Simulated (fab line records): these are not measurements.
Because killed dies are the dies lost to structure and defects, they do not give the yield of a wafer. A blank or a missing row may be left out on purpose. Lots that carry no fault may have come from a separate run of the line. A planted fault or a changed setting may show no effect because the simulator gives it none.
fab line records    flow gf180mcu    part 1 of 2: steps 1 to 29 of 39
record: lots: 5  wafers: 15  last-day: 34
route steps=602 shown M1@315 V1@335
lots that met no fault: from a run of the same line without faults
start-h: hours from the record's opening day to when the first of the lot's shown wafers began    wait-h: how many hours have passed since the lot's step before this one    " as in the row above    L1.1+2: a single row standing in for several wafers    - no value, or no start was given    * or withheld: withheld    < > ~ a bound
route shown NAME@n: names a module that has steps shown in the file, with the first one's number in the route    usual: mean/standard deviation taken from wafers without a fault    same: alike in all rows    chamber/n: place in a boat    sites: each site's reading    _std_site: the values' standard deviation    _edge_site: inner sites' mean taken away from outer sites' mean    radius-mm: for every site, how far away it sits from the centre of the wafer    mask NAME#n: copy n    behind: tool/chamber where the wafer was last shaped    hold: cause of the lot's hold/its duration in hours/its outcome    device: names the non-switching transistor (n, p or np)    end of line: the same wafers' tests at the end of the route    step lacking rows: just its recipe    killed: not the wafer's yield, but the dies lost to structure and defects at the first sort    map: a wafer's dies, marking killed ones x, the rest . and places with no die _
set.NAME: the run value of the setting; set.NAME@STEP: its run value at that earlier step    model.NAME: the simulator's own value behind a step, which no gauge read
lots at some steps of the route; a table a step, a row a wafer
services: from which hour (start-h, from the record's first day; less than 0 if before it) a tool's chamber was out of use, for how many hours, and why
== steps ==
step: GF_M1_SPUTTER_00
recipe: material: Ti  target-thk-nm: 37.5  arriving-ion-energy-ev: 80  substrate-temp-c: 200  chamber-pressure-pa: 2  power-w: 4000  time-s: 150
usual: throttle-valve-pct: 29.7/0.78
lot.wafer  tool            chamber  start-h  wait-h  throttle-valve-pct
L076.1     pvd-sputter-03  -        380.99   0.1     28.7
L076.2     "               -        "        "       29.7
L076.6     "               -        "        "       29.3
L078.1     pvd-sputter-03  -        402.04   0.1     29.5
L078.4     "               -        "        "       30.1
L078.5     "               -        "        "       29.6
L088.1     pvd-sputter-01  -        495.59   0.2     30.9
L088.3     "               -        "        "       28.9
L088.6     "               -        "        "       29.0
L096.4     pvd-sputter-02  -        556.84   0.1     29.7
L096.5     "               -        "        "       29.5
L096.6     "               -        "        "       31.2
L097.2     pvd-sputter-01  -        567.59   0.2     31.5
L097.3     "               -        "        "       28.7
L097.5     "               -        "        "       29.3
step: GF_M1_SPUTTER_01
recipe: material: TiN  target-thk-nm: 30  power-w: 6500  time-s: 25  chamber-pressure-pa: 0.4
usual: throttle-valve-pct: 29.7/0.79
lot.wafer  tool            chamber  start-h  wait-h  throttle-valve-pct
L076.1     pvd-sputter-03  -        381.09   0.1     28.7
L076.2     "               -        "        "       29.7
L076.6     "               -        "        "       29.6
L078.1     pvd-sputter-03  -        402.14   0.1     29.6
L078.4     "               -        "        "       30.0
L078.5     "               -        "        "       29.9
L088.1     pvd-sputter-01  -        495.69   0.1     31.5
L088.3     "               -        "        "       29.1
L088.6     "               -        "        "       29.4
L096.4     pvd-sputter-02  -        556.94   0.1     29.6
L096.5     "               -        "        "       29.7
L096.6     "               -        "        "       31.4
L097.2     pvd-sputter-01  -        567.69   0.1     31.2
L097.3     "               -        "        "       28.8
L097.5     "               -        "        "       29.2
step: GF_M1_SPUTTER_02
recipe: material: AlCu  target-thk-nm: 450  power-w: 10600  time-s: 23.9  chamber-pressure-pa: 0.4
usual: throttle-valve-pct: 29.6/0.78
lot.wafer  tool            chamber  start-h  wait-h  throttle-valve-pct
L076.1     pvd-sputter-03  -        381.12   0.0     28.8
L076.2     "               -        "        "       29.7
L076.6     "               -        "        "       29.6
L078.1     pvd-sputter-03  -        402.17   0.0     29.8
L078.4     "               -        "        "       30.1
L078.5     "               -        "        "       29.7
L088.1     pvd-sputter-01  -        495.72   0.0     30.9
L088.3     "               -        "        "       28.8
L088.6     "               -        "        "       28.9
L096.4     pvd-sputter-02  -        556.97   0.0     29.6
L096.5     "               -        "        "       29.4
L096.6     "               -        "        "       31.4
L097.2     pvd-sputter-01  -        567.72   0.0     31.3
L097.3     "               -        "        "       28.8
L097.5     "               -        "        "       28.9
step: GF_M1_SPUTTER_03
recipe: material: Ti  target-thk-nm: 10  substrate-temp-c: 300  chamber-pressure-pa: 0.3  power-w: 3000  time-s: 6.7
usual: throttle-valve-pct: 29.6/0.79
lot.wafer  tool            chamber  start-h  wait-h  throttle-valve-pct
L076.1     pvd-sputter-03  -        381.15   0.0     28.7
L076.2     "               -        "        "       29.9
L076.6     "               -        "        "       29.7
L078.1     pvd-sputter-03  -        402.20   0.0     29.5
L078.4     "               -        "        "       30.3
L078.5     "               -        "        "       29.7
L088.1     pvd-sputter-01  -        495.75   0.0     31.2
L088.3     "               -        "        "       28.7
L088.6     "               -        "        "       29.1
L096.4     pvd-sputter-02  -        557.00   0.0     29.5
L096.5     "               -        "        "       29.7
L096.6     "               -        "        "       31.1
L097.2     pvd-sputter-01  -        567.75   0.0     31.2
L097.3     "               -        "        "       28.9
L097.5     "               -        "        "       29.1
step: GF_M1_SPUTTER_04
recipe: material: TiN  target-thk-nm: 50  power-w: 6500  time-s: 41.7  chamber-pressure-pa: 0.4
usual: throttle-valve-pct: 29.7/0.81
lot.wafer  tool            chamber  start-h  wait-h  throttle-valve-pct
L076.1     pvd-sputter-03  -        381.17   0.0     28.7
L076.2     "               -        "        "       29.6
L076.6     "               -        "        "       29.6
L078.1     pvd-sputter-03  -        402.22   0.0     29.9
L078.4     "               -        "        "       30.3
L078.5     "               -        "        "       29.7
L088.1     pvd-sputter-01  -        495.77   0.0     31.5
L088.3     "               -        "        "       28.9
L088.6     "               -        "        "       29.0
L096.4     pvd-sputter-02  -        557.02   0.0     29.7
L096.5     "               -        "        "       29.5
L096.6     "               -        "        "       31.5
L097.2     pvd-sputter-01  -        567.78   0.0     31.3
L097.3     "               -        "        "       28.9
L097.5     "               -        "        "       29.2
step: GF_M1_RS_MEAS_05
recipe: thk-meas-gauge: four-point-probe  reads: TiN_of_M1_SPUTTER_04+Ti_of_M1_SPUTTER_03+AlCu_of_M1_SPUTTER_02+TiN_of_M1_SPUTTER_01+Ti_of_M1_SPUTTER_00
usual: M1_ALCU_RS: 0.0695/0.00095
lot.wafer  tool           chamber  start-h  wait-h  M1_ALCU_RS[ohm/sq]
L076.1     film-metro-01  -        381.21   0.0     0.0708
L076.2     "              -        "        "       0.0711
L076.6     "              -        "        "       0.0706
L078.1     film-metro-03  -        402.26   0.0     0.0697
L078.4     "              -        "        "       0.0679
L078.5     "              -        "        "       0.0688
L088.1     film-metro-03  -        495.81   0.0     0.0707
L088.3     "              -        "        "       0.0695
L088.6     "              -        "        "       0.0704
L096.4     film-metro-03  -        557.12   0.1     0.0696
L096.5     "              -        "        "       0.0693
L096.6     "              -        "        "       0.0691
L097.2     film-metro-01  -        567.84   0.0     0.0709
L097.3     "              -        "        "       0.0694
L097.5     "              -        "        "       0.0702
step: GF_M1_THK_MEAS_06
recipe: thk-meas-gauge: xrf  reads: AlCu_of_M1_SPUTTER_02
usual: M1_ALCU_THK: 447/6.8
lot.wafer  tool           chamber  start-h  wait-h  M1_ALCU_THK[nm]
L076.1     film-metro-01  -        381.33   0.1     437
L076.2     "              -        "        "       435
L076.6     "              -        "        "       438
L078.1     film-metro-03  -        402.38   0.1     447
L078.4     "              -        "        "       460
L078.5     "              -        "        "       450
L088.1     film-metro-03  -        495.93   0.1     439
L088.3     "              -        "        "       447
L088.6     "              -        "        "       440
L096.4     film-metro-03  -        557.21   0.1     452
L096.5     "              -        "        "       453
L096.6     "              -        "        "       452
L097.2     film-metro-01  -        567.95   0.1     440
L097.3     "              -        "        "       447
L097.5     "              -        "        "       445
step: GF_M1_DEHYDRATE_07
recipe: temp-c: 200  time-s: 60
lot.wafer   tool            chamber  start-h  wait-h
L076.1+2+6  litho-track-03  0        391.99   10.7
L078.1+4+5  litho-track-01  0        413.34   10.9
L088.1+3+6  litho-track-03  0        507.29   11.3
L096.4+5+6  litho-track-01  0        567.91   10.7
L097.2+3+5  litho-track-03  0        578.56   10.6
step: GF_M1_HMDS_08
recipe: prime-time-s: 60  prime-temp-c: 120
usual: prime-temp-c: 120.00/0.14
same: prime-time-s: 60
lot.wafer  tool            chamber  start-h  wait-h  prime-temp-c
L076.1     litho-track-03  0        392.14   0.1     120.07
L076.2     "               0        "        "       120.34
L076.6     "               0        "        "       119.94
L078.1     litho-track-01  0        413.49   0.1     119.71
L078.4     "               0        "        "       119.73
L078.5     "               0        "        "       119.65
L088.1     litho-track-03  0        507.44   0.1     120.29
L088.3     "               0        "        "       119.98
L088.6     "               0        "        "       119.96
L096.4     litho-track-01  0        568.06   0.1     119.92
L096.5     "               0        "        "       120.07
L096.6     "               0        "        "       120.03
L097.2     litho-track-03  0        578.71   0.1     119.98
L097.3     "               0        "        "       120.02
L097.5     "               0        "        "       119.97
step: GF_M1_COAT_09
recipe: resist: KrF  spin-rpm: withheld  resist-thk-nm: 1000
lot.wafer   tool            chamber  start-h  wait-h
L076.1+2+6  litho-track-03  0        392.29   0.1
L078.1+4+5  litho-track-01  0        413.64   0.1
L088.1+3+6  litho-track-03  0        507.59   0.1
L096.4+5+6  litho-track-01  0        568.21   0.1
L097.2+3+5  litho-track-03  0        578.86   0.1
step: GF_M1_SOFTBAKE_10
recipe: temp-c: 130  time-s: 60  resist: KrF
lot.wafer   tool            chamber  start-h  wait-h
L076.1+2+6  litho-track-03  0        392.44   0.1
L078.1+4+5  litho-track-01  0        413.79   0.1
L088.1+3+6  litho-track-03  0        507.74   0.1
L096.4+5+6  litho-track-01  0        568.36   0.1
L097.2+3+5  litho-track-03  0        579.01   0.1
step: GF_M1_EXPOSE_11
recipe: mask-id: Metal1  target-cd-nm: 230  na: 0.68  source-shape: conventional  sigma-outer: 0.6  dose-mj: 28
usual: exposure-dose-mJ-cm2: 28.001/0.024  reticle-temp-C: 23.01/0.11
lot.wafer  tool            chamber  start-h  wait-h  mask      exposure-dose-mJ-cm2  reticle-temp-C
L076.1     krf-scanner-01  0        -        -       Metal1#0  28.012                22.79
L076.2     "               0        "        "       Metal1#0  28.034                22.78
L076.6     "               0        "        "       Metal1#0  27.994                22.96
L078.1     krf-scanner-02  0        -        -       Metal1#0  28.003                23.06
L078.4     "               0        "        "       Metal1#0  28.028                23.08
L078.5     "               0        "        "       Metal1#0  28.027                23.12
L088.1     krf-scanner-01  0        -        -       Metal1#0  28.002                23.07
L088.3     "               0        "        "       Metal1#0  27.985                22.99
L088.6     "               0        "        "       Metal1#0  28.023                23.04
L096.4     krf-scanner-02  0        -        -       Metal1#0  27.995                22.98
L096.5     "               0        "        "       Metal1#0  27.998                22.97
L096.6     "               0        "        "       Metal1#0  27.981                22.92
L097.2     krf-scanner-02  0        -        -       Metal1#0  28.019                23.13
L097.3     "               0        "        "       Metal1#0  28.005                23.08
L097.5     "               0        "        "       Metal1#0  28.011                23.10
step: GF_M1_PEB_12
recipe: peb-temp-c: 135  peb-time-s: 90  resist: KrF
lot.wafer   tool            chamber  start-h  wait-h
L076.1+2+6  litho-track-02  0        -        -
L078.1+4+5  litho-track-02  0        -        -
L088.1+3+6  litho-track-01  0        -        -
L096.4+5+6  litho-track-02  0        -        -
L097.2+3+5  litho-track-02  0        -        -
step: GF_M1_DEVELOP_13
recipe: develop-time-s: 60  dev-temp-c: 21
lot.wafer   tool            chamber  start-h  wait-h
L076.1+2+6  litho-track-02  0        404.35   0.2
L078.1+4+5  litho-track-02  0        425.65   0.2
L088.1+3+6  litho-track-01  0        519.43   0.2
L096.4+5+6  litho-track-02  0        579.07   0.1
L097.2+3+5  litho-track-02  0        590.07   0.2
step: GF_M1_CD_MEAS_14
recipe: target-cd-nm: 230
usual: cd-nm: 230.0/1.1
lot.wafer  tool       chamber  start-h  wait-h  cd-nm
L076.1     cd-sem-02  -        404.50   0.1     231.9
L076.2     "          -        "        "       231.4
L076.6     "          -        "        "       230.2
L078.1     cd-sem-02  -        425.80   0.1     232.0
L078.4     "          -        "        "       231.3
L078.5     "          -        "        "       232.0
L088.1     cd-sem-01  -        519.58   0.1     231.0
L088.3     "          -        "        "       230.5
L088.6     "          -        "        "       231.3
L096.4     cd-sem-01  -        579.20   0.1     229.5
L096.5     "          -        "        "       230.0
L096.6     "          -        "        "       229.8
L097.2     cd-sem-02  -        590.21   0.1     231.4
L097.3     "          -        "        "       230.4
L097.5     "          -        "        "       230.7
step: GF_M1_OVL_MEAS_15
usual: M1_OVL: 5/4.9
lot.wafer  tool        chamber  start-h  wait-h  M1_OVL[nm]
L076.1     overlay-01  -        404.62   0.1     6
L076.2     "           -        "        "       5
L076.6     "           -        "        "       3
L078.1     overlay-01  -        425.92   0.1     4
L078.4     "           -        "        "       6
L078.5     "           -        "        "       9
L088.1     overlay-02  -        519.70   0.1     -2
L088.3     "           -        "        "       0
L088.6     "           -        "        "       -3
L096.4     overlay-02  -        579.28   0.1     2
L096.5     "           -        "        "       6
L096.6     "           -        "        "       9
L097.2     overlay-01  -        590.32   0.1     9
L097.3     "           -        "        "       14
L097.5     "           -        "        "       10
step: GF_M1_METAL_ETCH_16
recipe: chemistry: Cl2/BCl3  mask-material: KrF  target-depth-nm: 750.8  stop-on: SiO2  pressure-mtorr: 8  icp-w: 800  bias-w: 140  Cl2_flow_sccm: 80  bcl3-flow-sccm: 40  time-s: 125.1
usual: drypump-motor-current-A: 5.8/0.39  he-backside-leak-sccm: 3.18/0.14  oes-product-au: 0.992/0.0056  throttle-valve-pct: 28.227/0.0095
lot.wafer  tool          chamber  start-h  wait-h  drypump-motor-current-A  he-backside-leak-sccm  oes-product-au  rf-hours-counter-h  throttle-valve-pct
L076.1     rie-metal-03  0        404.65   0.0     5.9                      3.04                   0.998           11                  28.224
L076.2     "             1        "        "       5.3                      3.26                   0.983           6                   28.210
L076.6     "             1        "        "       5.3                      3.25                   0.991           -                   28.229
L078.1     rie-metal-03  1        425.95   0.0     5.3                      3.22                   0.996           6                   28.218
L078.4     "             0        "        "       5.8                      3.23                   0.994           -                   28.212
L078.5     "             1        "        "       5.3                      3.26                   0.998           -                   28.237
L088.1     rie-metal-02  0        519.74   0.0     6.1                      3.10                   0.994           11                  28.236
L088.3     "             0        "        "       6.1                      3.21                   0.988           -                   28.216
L088.6     "             0        "        "       6.1                      3.12                   0.992           -                   28.237
L096.4     rie-metal-02  1        579.34   0.1     5.1                      3.44                   0.986           -                   28.224
L096.5     "             0        "        "       6.1                      3.20                   0.994           -                   28.225
L096.6     "             1        "        "       5.1                      3.44                   0.984           -                   28.252
L097.2     rie-metal-03  0        590.35   0.0     5.9                      3.05                   0.991           3                   28.230
L097.3     "             0        "        "       5.9                      3.19                   0.993           -                   28.235
L097.5     "             0        "        "       5.9                      3.13                   0.988           -                   28.215
step: GF_M1_STRIP_17
recipe: chemistry: O2/N2  power-w: 1400  pressure-mtorr: 1500  platen-temp-c: 250  o2-flow-sccm: 3000  n2-flow-sccm: 300  overash-fraction: 0.5
usual: drypump-motor-current-A: 5.7/0.44  heater-power-w: 346/36  oes-product-au: 0.537/0.0047  strip-time-to-endpoint-s: 7.36/0.047
lot.wafer  tool             chamber  start-h  wait-h  drypump-motor-current-A  heater-power-w  oes-product-au  rf-hours-counter-h  strip-time-to-endpoint-s
L076.1     plasma-asher-04  1        404.78   0.1     5.9                      327             0.533           61                  7.31
L076.2     "                0        "        "       6.2                      299             0.539           61                  7.36
L076.6     "                1        "        "       5.9                      322             0.536           -                   7.34
L078.1     plasma-asher-04  1        426.08   0.1     5.9                      336             0.531           63                  7.33
L078.4     "                0        "        "       6.2                      299             0.533           -                   7.35
L078.5     "                1        "        "       5.9                      326             0.536           -                   7.36
L088.1     plasma-asher-04  0        520.00   0.2     6.2                      294             0.532           73                  7.38
L088.3     "                1        "        "       5.9                      332             0.531           -                   7.41
L088.6     "                1        "        "       5.9                      331             0.538           -                   7.37
L096.4     plasma-asher-04  1        579.46   0.1     5.9                      333             0.540           -                   7.35
L096.5     "                1        "        "       5.9                      334             0.545           -                   7.38
L096.6     "                0        "        "       6.2                      297             0.540           -                   7.34
L097.2     plasma-asher-03  0        590.48   0.1     6.0                      422             0.528           100                 7.36
L097.3     "                0        "        "       6.0                      414             0.536           -                   7.40
L097.5     "                1        "        "       4.8                      354             0.540           -                   7.38
step: GF_M1_STRIP_18
recipe: chemistry: post-etch-residue-remover  time-s: 1200  temp-c: 72.5
lot.wafer   tool          chamber  start-h  wait-h
L076.1+2+6  wet-bench-03  0        404.88   0.1
L078.1+4+5  wet-bench-01  0        426.18   0.1
L088.1+3+6  wet-bench-01  0        520.10   0.1
L096.4+5+6  wet-bench-01  1        579.53   0.0
L097.2+3+5  wet-bench-03  0        590.58   0.1
step: GF_M1_CLEAN_19
recipe: chemistry: DIW  dry: n2-spin
lot.wafer   tool          chamber  start-h  wait-h
L076.1+2+6  wet-bench-02  2        405.22   0.0
L078.1+4+5  wet-bench-03  3        426.52   0.0
L088.1+3+6  wet-bench-03  2        520.44   0.0
L096.4+5+6  wet-bench-02  3        579.87   0.0
L097.2+3+5  wet-bench-02  1        590.92   0.0
step: GF_V1_CVD_00
recipe: material: SiO2  target-thk-nm: 600  sigma-open-frac: 0.3  temp-c: 400  time-s: 100  sih4-flow-sccm: 60  pressure-mtorr: 6
usual: susceptor-temp-C: 399.97/0.19
lot.wafer  tool       chamber  start-h  wait-h  susceptor-temp-C
L076.1     hdpcvd-02  0        405.31   0.0     400.16
L076.2     "          1        "        "       399.75
L076.6     "          2        "        "       399.74
L078.1     hdpcvd-01  0        426.62   0.0     399.97
L078.4     "          2        "        "       399.98
L078.5     "          0        "        "       399.91
L088.1     hdpcvd-01  1        520.54   0.0     400.13
L088.3     "          2        "        "       399.75
L088.6     "          0        "        "       400.18
L096.4     hdpcvd-01  1        580.00   0.0     399.67
L096.5     "          0        "        "       400.06
L096.6     "          2        "        "       400.02
L097.2     hdpcvd-02  1        591.01   0.0     399.85
L097.3     "          0        "        "       399.80
L097.5     "          0        "        "       400.03
step: GF_V1_THK_MEAS_01
recipe: reads: SiO2_of_V1_CVD_00
usual: V1_CVD_00_THK: 599/7.5
lot.wafer  tool           chamber  start-h  wait-h  V1_CVD_00_THK[nm]
L076.1     film-metro-03  -        405.39   0.0     591
L076.2     "              -        "        "       616
L076.6     "              -        "        "       600
L078.1     film-metro-02  -        426.69   0.0     598
L078.4     "              -        "        "       600
L078.5     "              -        "        "       600
L088.1     film-metro-02  -        520.61   0.0     600
L088.3     "              -        "        "       600
L088.6     "              -        "        "       607
L096.4     film-metro-02  -        580.06   0.0     593
L096.5     "              -        "        "       597
L096.6     "              -        "        "       598
L097.2     film-metro-03  -        591.09   0.0     604
L097.3     "              -        "        "       596
L097.5     "              -        "        "       592
step: GF_V1_CVD_02
recipe: material: SiO2  target-thk-nm: 850  precursor: TEOS  temp-c: 400  time-s: 94.851  rf-w: 600
usual: heater-power-w: 639/95  susceptor-temp-C: 400.01/0.23
lot.wafer  tool      chamber  start-h  wait-h  heater-power-w  susceptor-temp-C
L076.1     pecvd-02  1        405.45   0.1     603             399.92
L076.2     "         0        "        "       684             399.95
L076.6     "         1        "        "       659             399.82
L078.1     pecvd-01  1        426.75   0.1     605             399.81
L078.4     "         2        "        "       496             399.97
L078.5     "         0        "        "       696             400.39
L088.1     pecvd-02  0        520.67   0.1     610             400.17
L088.3     "         2        "        "       542             400.06
L088.6     "         1        "        "       531             400.31
L096.4     pecvd-01  0        580.13   0.1     608             399.59
L096.5     "         2        "        "       580             399.86
L096.6     "         1        "        "       717             400.09
L097.2     pecvd-04  1        591.14   0.0     577             400.04
L097.3     "         0        "        "       517             399.69
L097.5     "         2        "        "       713             399.66
step: GF_V1_THK_MEAS_03
recipe: reads: SiO2_of_V1_CVD_02
usual: V1_CVD_02_THK: 850/12
lot.wafer  tool           chamber  start-h  wait-h  V1_CVD_02_THK[nm]
L076.1     film-metro-02  -        405.52   0.0     848
L076.2     "              -        "        "       849
L076.6     "              -        "        "       852
L078.1     film-metro-04  -        426.82   0.0     811
L078.4     "              -        "        "       854
L078.5     "              -        "        "       850
L088.1     film-metro-04  -        520.74   0.0     853
L088.3     "              -        "        "       850
L088.6     "              -        "        "       851
L096.4     film-metro-04  -        580.19   0.0     847
L096.5     "              -        "        "       860
L096.6     "              -        "        "       853
L097.2     film-metro-04  -        591.22   0.0     863
L097.3     "              -        "        "       848
L097.5     "              -        "        "       865
step: GF_V1_CMP_04
recipe: material: SiO2  down-force-psi: 4  platen-rpm: 60  pad-velocity-m-s: 0.94248
usual: motor-current-A: 12.2/2  time-to-endpoint-s: 80/5.4
lot.wafer  tool    chamber  start-h  wait-h  motor-current-A  time-to-endpoint-s
L076.2     cmp-01  1        405.63   0.1     11.2             78
L076.1     "       2        "        "       9.6              73
L076.6     "       0        "        "       11.5             83
L078.1     cmp-02  1        426.88   0.1     13.0             64
L078.4     "       3        "        "       11.7             76
L078.5     "       1        "        "       13.1             77
L088.3     cmp-01  0        520.80   0.0     11.4             84
L088.1     "       1        "        "       10.8             79
L088.6     "       0        "        "       11.7             81
L096.4     cmp-02  2        580.37   0.2     12.7             83
L096.5     "       3        "        "       12.4             92
L096.6     "       0        "        "       10.3             85
L097.3     cmp-01  1        591.27   0.0     12.0             81
L097.2     "       0        "        "       11.6             88
L097.5     "       2        "        "       9.5              83
step: GF_V1_BOW_MEAS_05
recipe: mode: bow
usual: V1_BOW: 84/7.6
lot.wafer  tool           chamber  start-h  wait-h  V1_BOW[um]
L076.1     film-metro-03  -        405.88   0.1     90
L076.2     "              -        "        "       89
L076.6     "              -        "        "       84
L078.1     film-metro-03  -        427.18   0.2     89
L078.4     "              -        "        "       83
L078.5     "              -        "        "       87
L088.1     film-metro-03  -        521.10   0.2     78
L088.3     "              -        "        "       84
L088.6     "              -        "        "       73
L096.4     film-metro-03  -        580.58   0.2     79
L096.5     "              -        "        "       85
L096.6     "              -        "        "       97
L097.2     film-metro-03  -        591.59   0.1     89
L097.3     "              -        "        "       92
L097.5     "              -        "        "       90
step: GF_V1_DEHYDRATE_06
recipe: temp-c: 200  time-s: 60
lot.wafer   tool            chamber  start-h  wait-h
L076.1+2+6  litho-track-04  0        416.79   10.9
L078.1+4+5  litho-track-02  0        438.89   11.7
L088.1+3+6  litho-track-02  0        532.74   11.6
L096.4+5+6  litho-track-04  0        591.06   10.5
L097.2+3+5  litho-track-02  0        601.57   10.0
step: GF_V1_HMDS_07
recipe: prime-time-s: 60  prime-temp-c: 120
usual: prime-temp-c: 120.02/0.14
same: prime-time-s: 60
lot.wafer  tool            chamber  start-h  wait-h  prime-temp-c
L076.1     litho-track-04  0        416.94   0.1     119.98
L076.2     "               0        "        "       120.06
L076.6     "               0        "        "       119.85
L078.1     litho-track-02  0        439.04   0.1     119.97
L078.4     "               0        "        "       119.96
L078.5     "               0        "        "       120.09
L088.1     litho-track-02  0        532.89   0.1     119.96
L088.3     "               0        "        "       120.16
L088.6     "               0        "        "       120.09
L096.4     litho-track-04  0        591.21   0.1     119.99
L096.5     "               0        "        "       120.05
L096.6     "               0        "        "       119.84
L097.2     litho-track-02  0        601.72   0.1     120.15
L097.3     "               0        "        "       119.97
L097.5     "               0        "        "       120.03
step: GF_V1_COAT_08
recipe: resist: BARC  temp-c: withheld  time-s: withheld  spin-rpm: withheld  resist-thk-nm: withheld
lot.wafer   tool            chamber  start-h  wait-h
L076.1+2+6  litho-track-04  0        417.09   0.1
L078.1+4+5  litho-track-02  0        439.19   0.1
L088.1+3+6  litho-track-02  0        533.04   0.1
L096.4+5+6  litho-track-04  0        591.36   0.1
L097.2+3+5  litho-track-02  0        601.87   0.1
